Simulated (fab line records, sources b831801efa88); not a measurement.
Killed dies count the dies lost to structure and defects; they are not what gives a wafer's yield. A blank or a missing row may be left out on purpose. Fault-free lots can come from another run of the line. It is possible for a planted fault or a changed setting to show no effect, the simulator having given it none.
Which tool is to blame? / flow sfq_line / Sampling: 14 lots, 42 wafers, 2 of 325 route steps

## WHAT EACH GAUGE READ, for each wafer
No reading from a measuring or inspecting step in the record can be judged against a usual standard deviation.

## WHICH TOOL RAN EACH LOT (tool, then ch and the chambers of the sampled wafers, then the start)
lot=L750; SFQ_TRILAYER_JJ_CE_LITHO_EXPOSE_115=krf_scanner-01 ch 0, day 45 20:13; SFQ_TRILAYER_JJ_CE_METRO_MEASURE_117=cd_sem-02, day 45 21:45
lot=L751; SFQ_TRILAYER_JJ_CE_LITHO_EXPOSE_115=krf_scanner-01 ch 0, day 46 18:01; SFQ_TRILAYER_JJ_CE_METRO_MEASURE_117=cd_sem-01, day 46 19:33
lot=L752; SFQ_TRILAYER_JJ_CE_LITHO_EXPOSE_115=krf_scanner-01 ch 0, day 46 19:13; SFQ_TRILAYER_JJ_CE_METRO_MEASURE_117=cd_sem-02, day 46 20:45
lot=L754; SFQ_TRILAYER_JJ_CE_LITHO_EXPOSE_115=krf_scanner-01 ch 0, day 54 13:23; SFQ_TRILAYER_JJ_CE_METRO_MEASURE_117=cd_sem-02, day 54 14:56
lot=L756; SFQ_TRILAYER_JJ_CE_LITHO_EXPOSE_115=krf_scanner-01 ch 0, day 55 04:47; SFQ_TRILAYER_JJ_CE_METRO_MEASURE_117=cd_sem-02, day 55 06:20
lot=L758; SFQ_TRILAYER_JJ_CE_LITHO_EXPOSE_115=krf_scanner-01 ch 0, day 56 17:55; SFQ_TRILAYER_JJ_CE_METRO_MEASURE_117=cd_sem-02, day 56 19:27
lot=L765; SFQ_TRILAYER_JJ_CE_LITHO_EXPOSE_115=krf_scanner-02 ch 0, day 60 03:50; SFQ_TRILAYER_JJ_CE_METRO_MEASURE_117=cd_sem-02, day 60 05:23
lot=L766; SFQ_TRILAYER_JJ_CE_LITHO_EXPOSE_115=krf_scanner-02 ch 0, day 60 05:26; SFQ_TRILAYER_JJ_CE_METRO_MEASURE_117=cd_sem-01, day 60 06:59
lot=L768; SFQ_TRILAYER_JJ_CE_LITHO_EXPOSE_115=krf_scanner-02 ch 0, day 60 20:38; SFQ_TRILAYER_JJ_CE_METRO_MEASURE_117=cd_sem-01, day 60 22:11
lot=L769; SFQ_TRILAYER_JJ_CE_LITHO_EXPOSE_115=krf_scanner-01 ch 0, day 61 01:22; SFQ_TRILAYER_JJ_CE_METRO_MEASURE_117=cd_sem-02, day 61 02:53
lot=L770; SFQ_TRILAYER_JJ_CE_LITHO_EXPOSE_115=krf_scanner-01 ch 0, day 61 04:46; SFQ_TRILAYER_JJ_CE_METRO_MEASURE_117=cd_sem-01, day 61 06:17
lot=L771; SFQ_TRILAYER_JJ_CE_LITHO_EXPOSE_115=krf_scanner-01 ch 0, day 61 10:46; SFQ_TRILAYER_JJ_CE_METRO_MEASURE_117=cd_sem-02, day 61 12:17
lot=L772; SFQ_TRILAYER_JJ_CE_LITHO_EXPOSE_115=krf_scanner-01 ch 0, day 61 17:10; SFQ_TRILAYER_JJ_CE_METRO_MEASURE_117=cd_sem-01, day 61 18:41
lot=L773; SFQ_TRILAYER_JJ_CE_LITHO_EXPOSE_115=krf_scanner-01 ch 0, day 61 20:58; SFQ_TRILAYER_JJ_CE_METRO_MEASURE_117=cd_sem-02, day 61 22:29
- SFQ_TRILAYER_JJ_CE_LITHO_EXPOSE_115: exposes mask J5, target cd 700 nm.
- SFQ_TRILAYER_JJ_CE_METRO_MEASURE_117

## WHAT THE TOOLS THEMSELVES READ (means of the sampled wafers that have a number; where no wafer has one, the mark that the record gives instead)
SFQ_TRILAYER_JJ_CE_METRO_MEASURE_117. Usual: cd_nm 700.2 nm, standard deviation 1.4.
lot=L750; tool=cd_sem-02; cd_nm (nm)=700.4; flag=
lot=L751; tool=cd_sem-01; cd_nm (nm)=699.2; flag=
lot=L752; tool=cd_sem-02; cd_nm (nm)=698.6; flag=
lot=L754; tool=cd_sem-02; cd_nm (nm)=701.0; flag=
lot=L756; tool=cd_sem-02; cd_nm (nm)=679.7; flag=OFF
lot=L758; tool=cd_sem-02; cd_nm (nm)=680.6; flag=OFF
lot=L765; tool=cd_sem-02; cd_nm (nm)=700.6; flag=
lot=L766; tool=cd_sem-01; cd_nm (nm)=700.3; flag=
lot=L768; tool=cd_sem-01; cd_nm (nm)=699.7; flag=
lot=L769; tool=cd_sem-02; cd_nm (nm)=701.8; flag=
lot=L770; tool=cd_sem-01; cd_nm (nm)=700.5; flag=
lot=L771; tool=cd_sem-02; cd_nm (nm)=702.6; flag=
lot=L772; tool=cd_sem-01; cd_nm (nm)=700.8; flag=
lot=L773; tool=cd_sem-02; cd_nm (nm)=699.5; flag=

## THE ANSWER, worked out from the rows above alone
Rule: a lot counts as off when the mean over its wafers that have a number is more than 3 standard deviations away from the usual mean. A lot without any number at a reading at which 4 lots or more have one is off too. All remaining lots with rows at the step are treated as sound. Order of review: gauges by route order, followed by the tools' own readings, for which a lot's mean as printed above is used. The first step at which some lot is off is used, and at that step the reading that is off furthest; a lot without a number counts as furthest.
Off: L756, L758, at SFQ_TRILAYER_JJ_CE_METRO_MEASURE_117 (cd_nm).
If a tool, at that step or one of the process steps before it, ran each lot that is off and ran no sound lot following the first of them, it fits. Not one of the candidates tried fits.

## WHAT WAS PUT IN BY THE SIMULATOR
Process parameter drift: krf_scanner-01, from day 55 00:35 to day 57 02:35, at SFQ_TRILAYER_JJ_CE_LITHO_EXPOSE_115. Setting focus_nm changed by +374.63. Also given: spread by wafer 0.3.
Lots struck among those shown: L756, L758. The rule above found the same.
